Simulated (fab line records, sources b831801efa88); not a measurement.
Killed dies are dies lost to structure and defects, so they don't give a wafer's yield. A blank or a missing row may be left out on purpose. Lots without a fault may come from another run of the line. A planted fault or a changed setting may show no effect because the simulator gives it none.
Which tool did it? | flow gf180mcu | 7 lots, 21 wafers sampled, at 2 steps of a route of 602

WHAT THE GAUGES READ, wafer by wafer
GF_POLY_GATE_THK_MEAS_01.
lot  | measured     | on            | POLY_GATE_CVD_00_THK (nm)
L954 | day 8 21:55  | film_metro-04 | 198.8 196.9 196.9
L957 | day 9 18:22  | film_metro-01 | 198.6 199.8 197.1
L966 | day 12 10:56 | film_metro-01 | 198.2 197.3 199.5
L968 | day 13 02:16 | film_metro-01 | 201.0 199.3 199.0
L969 | day 13 14:44 | film_metro-03 | 198.6 199.1 198.7
L974 | day 14 12:02 | film_metro-04 | 198.3 198.7 200.1
L975 | day 15 03:52 | film_metro-03 | 199.2 198.3 201.3

WHICH TOOL RAN EACH LOT (tool, then ch and the chambers of the sampled wafers, then the start)
lot  | GF_DNWELL_IMPLANT_07
L954 | implanter-01 ch 0, day 3 00:41
L957 | implanter-01 ch 0, day 3 19:22
L966 | implanter-01 ch 0, day 5 17:30
L968 | implanter-02 ch 0, day 6 02:56
L969 | implanter-02 ch 0, day 6 16:43
L974 | implanter-04 ch 0, day 7 11:13
L975 | implanter-04 ch 0, day 7 20:07
- GF_DNWELL_IMPLANT_07

THE ANSWER, worked out from the rows above alone
Rule: what is usual is taken from the lots themselves. Put in order of their means at a reading, lots are off if they are a third of the lots or fewer, leave a main group of 4 or more, and stand apart from it by a gap of 3 or more times the standard deviation of the main group's means; of several such gaps the widest counts. A main group whose means are all the same, to the digits that the tables above print for the reading, isn't used. A lot without any number at a reading at which 4 lots or more have one is off too. The other lots that the step has rows for count as sound.
No lot is off at any reading shown: from this, nothing can be told.

WHAT THE SIMULATOR HAD PUT IN
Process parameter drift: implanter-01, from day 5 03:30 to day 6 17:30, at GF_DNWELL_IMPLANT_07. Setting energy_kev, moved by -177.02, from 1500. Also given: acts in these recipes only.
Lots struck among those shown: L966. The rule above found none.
